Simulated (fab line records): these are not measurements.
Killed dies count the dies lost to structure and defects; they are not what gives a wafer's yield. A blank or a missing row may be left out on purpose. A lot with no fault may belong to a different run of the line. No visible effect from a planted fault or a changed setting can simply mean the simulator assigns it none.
Comparing a struck lot with a sound one + flow sky130 + 15 out of 708 route steps
Sound: these wafers, L713.1, L713.4, L713.6. Wafers struck: L698.1, L698.2. At the end, the cause is stated.
Order at every step that has rows: each side's tool, ch and its chambers, its first start. Under that, the readings that differ: sound wafers + struck wafers + difference of the means + sigmas: that difference in standard deviations of wafers without a fault.
alike: readings whose means differ by less than 2 such deviations, and words and numbers that are the same on both sides. not compared: withheld readings, readings that some wafer has no value for, bounds like >300 that may hide the same value, and numbers for which the record gives no deviation and whose values overlap.
The two part at a step that has a row with sigmas, a row that says differs or no value, or rows on one side only. Numbers that have no deviation but don't overlap get no sigmas and don't part them. A reading missing from all wafers of one side parts the sides only when that side holds two or more wafers.

first, 2 steps without rows for these wafers: SKY_VT_ADJUST_PCH_PEB_05; SKY_VT_ADJUST_PCH_DEVELOP_06 (develop time 60 s).
SKY_VT_ADJUST_PCH_OVL_MEAS_07:
  sound on overlay-01, day 17 15:04; struck on overlay-01, day 12 10:55
  alike: VT_ADJUST_PCH_OVL
then, 1 step without rows for these wafers: SKY_VT_ADJUST_PCH_IMPLANT_08.
SKY_VT_ADJUST_PCH_STRIP_09: strips in O2/N2.
  sound on plasma asher-01 ch 0,1, day 17 15:15; struck on plasma asher-02 ch 0,1, day 12 11:06
  alike: drypump motor current A, oes product au, strip time to endpoint s
  not compared: rf hours counter h
SKY_VT_ADJUST_PCH_TW_MEAS_10:
  sound on film metro-03, day 17 15:21; struck on film metro-04, day 12 11:12
  alike: VT_ADJUST_PCH_TW
then, 6 steps without rows for these wafers: SKY_SONOS_TUNNEL_DEHYDRATE_00 (time 60 s); SKY_SONOS_TUNNEL_HMDS_01 (prime time 60 s); SKY_SONOS_TUNNEL_COAT_02 (resist thk 1140 nm); SKY_SONOS_TUNNEL_SOFTBAKE_03 (time 60 s); SKY_SONOS_TUNNEL_EXPOSE_04 (exposes mask TUNM, target cd 410 nm); SKY_SONOS_TUNNEL_PEB_05.
SKY_SONOS_TUNNEL_DEVELOP_06: develop time 60 s.
  sound on litho track-01 ch 0, day 18 20:56; struck on litho track-04 ch 0, day 13 11:15
| reading         | sound          | struck    | difference | sigmas |
|-----------------|----------------|-----------|------------|--------|
| exhaust pa (Pa) | 46.4 46.3 46.0 | 43.8 45.0 | -1.8       | -2     |
SKY_SONOS_TUNNEL_CD_MEAS_07: target cd 410 nm.
  sound on cd sem-02, day 18 21:05; struck on cd sem-01, day 13 11:24
| reading    | sound             | struck      | difference | sigmas |
|------------|-------------------|-------------|------------|--------|
| cd nm (nm) | 408.4 407.2 406.9 | 395.0 393.9 | -13.1      | -5     |
SKY_SONOS_TUNNEL_OVL_MEAS_08:
  sound on overlay-01, day 18 21:13; struck on overlay-02, day 13 11:31
| reading               | sound          | struck  | difference | sigmas |
|-----------------------|----------------|---------|------------|--------|
| SONOS_TUNNEL_OVL (nm) | -3.2 -2.2 -0.8 | 1.3 1.0 | +3.2       | +2     |

WHERE THEY PART
Earliest at SKY_SONOS_TUNNEL_DEVELOP_06; latest, in this record, at SKY_SONOS_TUNNEL_OVL_MEAS_08.

WHY: what the simulator had put in
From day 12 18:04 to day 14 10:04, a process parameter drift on litho track-04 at SKY_SONOS_TUNNEL_DEVELOP_06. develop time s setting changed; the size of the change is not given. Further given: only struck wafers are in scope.
